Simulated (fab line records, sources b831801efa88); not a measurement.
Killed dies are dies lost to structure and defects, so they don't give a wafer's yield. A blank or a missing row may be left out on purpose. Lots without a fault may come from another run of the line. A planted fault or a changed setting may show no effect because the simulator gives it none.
Chamber matching | flow sky130 | SKY_CONTACT_CVD_00 on pecvd-04: 3 sister chambers
The step deposits Si3N4, target thk 75 nm. 3 wafers are shown with their chamber, then 12 later ones without.

WAFERS WITH THEIR CHAMBER
wafer  | chamber | heater_power_w (W)
L084.5 | 0       | 875
L086.4 | 2       | 674
L086.5 | 1       | 551

WAFERS WITHOUT THEIR CHAMBER
wafer  | heater_power_w (W)
L090.1 | 592
L090.2 | 601
L090.6 | 611
L091.1 | 803
L091.2 | 697
L091.3 | 574
L091.4 | 819
L091.5 | 571
L091.6 | 716
L097.2 | 565
L097.3 | 662
L097.5 | 668

WHICH CHAMBER EACH WENT THROUGH
wafer  | from the rows above     | in truth
L090.1 | can't be placed: 1 or 2 | 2
L090.2 | can't be placed: 1 or 2 | 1
L090.6 | can't be placed: 1 or 2 | 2
L091.1 | can't be placed: 0 or 2 | 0
L091.2 | 2                       | 2
L091.3 | can't be placed: 1 or 2 | 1
L091.4 | 0                       | 0
L091.5 | 1                       | 1
L091.6 | 2                       | 2
L097.2 | 1                       | 1
L097.3 | 2                       | 2
L097.5 | 2                       | 2
Placed correctly: 7 of 12. Can't be placed from these rows: 5 (the true chamber is among the candidates in 5). Placed wrongly: 0.
How it was worked out, from the rows above alone: a wafer's distance from a chamber is the root of the sum, over the readings, of the square of ((its reading less the chamber's mean) divided by the reading's scatter). The wafer belongs to the nearest chamber; if the next one is less than 2 further off, it can't be placed. A chamber's mean is the mean of its shown wafers. The scatter: with one shown wafer a chamber, the root of the mean of the squares of how far each hidden wafer lies from its nearest shown one.
